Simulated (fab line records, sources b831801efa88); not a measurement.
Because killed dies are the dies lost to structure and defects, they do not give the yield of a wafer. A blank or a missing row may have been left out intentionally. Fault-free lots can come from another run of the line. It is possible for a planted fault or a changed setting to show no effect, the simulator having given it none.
Tool commonality check	flow gf180mcu	Lots sampled 12, wafers sampled 36

## REASON IT WAS OPENED
2 of 12 lots carry a flag on the reading NSD_RS at GF_PSD_RS_MEAS_14. Wafers without a fault read 45.90 ohm/sq, standard deviation 0.095.
Rule: a lot is flagged in two cases, either no wafer of it has a number, or all its wafers with numbers fall more than 4 standard deviations from that mean. All remaining lots are regarded as sound.

lot	measured	on	NSD_RS (ohm/sq), wafer by wafer	flag
L311	day 14 17:29	filmMetro-03	45.88 45.92 45.84	
L312	day 15 02:17	filmMetro-03	45.82 45.88 45.78	
L314	day 15 13:05	filmMetro-02	49.41 49.40 49.53	FLAGGED
L315	day 15 22:26	filmMetro-03	49.22 49.21 49.24	FLAGGED
L316	day 16 07:20	filmMetro-02	45.91 45.92 45.93	
L323	day 18 21:37	filmMetro-03	45.90 45.77 45.87	
L325	day 19 13:47	filmMetro-03	45.74 45.63 45.74	
L328	day 20 14:46	filmMetro-02	45.90 45.90 45.91	
L329	day 21 01:50	filmMetro-02	45.89 45.97 45.96	
L330	day 21 09:19	filmMetro-01	45.86 45.87 46.00	
L331	day 21 18:50	filmMetro-01	45.92 45.99 46.00	
L332	day 21 20:58	filmMetro-02	45.93 46.02 45.96	
On average the flagged lots' numbers are 49.34 ohm/sq, which is +3.44 ohm/sq against the usual, or +36 standard deviations.

## LOT BY LOT: THE TOOL USED
The record holds 1 process step before the reading, out of a route of 602 steps. Every cell lists first the tool, next ch and the chambers used by the sampled wafers, and last the start.
lot	flag	GF_PSD_RTA_13
L311		rtpAnneal-01 ch 0, day 14 17:23
L312		rtpAnneal-01 ch 0, day 15 02:13
L314	FLAGGED	rtpAnneal-01 ch 0, day 15 13:01
L315	FLAGGED	rtpAnneal-01 ch 0, day 15 22:20
L316		rtpAnneal-02 ch 0, day 16 07:16
L323		rtpAnneal-01 ch 0, day 18 21:32
L325		rtpAnneal-02 ch 0, day 19 13:43
L328		rtpAnneal-01 ch 0, day 20 14:40
L329		rtpAnneal-01 ch 0, day 21 01:44
L330		rtpAnneal-01 ch 0, day 21 09:13
L331		rtpAnneal-01 ch 0, day 21 18:44
L332		rtpAnneal-01 ch 0, day 21 20:52
What is done by these steps:
- GF_PSD_RTA_13: time 20 s.
- GF_PSD_RS_MEAS_14: measures by four-point-probe.

## FLAGGED AGAINST TOTAL, ONE TOOL AT A TIME (gauges that did the reading follow at the end)
step	tool	lots run	flagged	share of the flagged lots	sound lots run after its first flagged lot
GF_PSD_RTA_13	rtpAnneal-01	10	2	all	6 (L323,L328,L329,L330,L331,L332)
GF_PSD_RTA_13	rtpAnneal-02	2	0	none	-
GF_PSD_RS_MEAS_14	filmMetro-01	2	0	none	-
GF_PSD_RS_MEAS_14	filmMetro-02	5	1	some	4 (L316,L328,L329,L332)
GF_PSD_RS_MEAS_14	filmMetro-03	5	1	some	2 (L323,L325)

## WHAT THE TABLE PERMITS
1 row of the table ran every flagged lot: rtpAnneal-01 at GF_PSD_RTA_13.
- rtpAnneal-01 at GF_PSD_RTA_13: 2 of its 10 lots flagged. Lots that were sound ran on it after the first flagged one (L323, L328, L329, L330, L331, L332); a persistent fault on the entire tool would not allow that. Its own readings (lampPowerPct, wafer_temp_C_max) fall more than 4 standard deviations out on all wafers of the flagged lots.
None of the table's rows ran every flagged lot and, after the first, no sound lot.

## WHAT WAS PUT IN BY THE SIMULATOR
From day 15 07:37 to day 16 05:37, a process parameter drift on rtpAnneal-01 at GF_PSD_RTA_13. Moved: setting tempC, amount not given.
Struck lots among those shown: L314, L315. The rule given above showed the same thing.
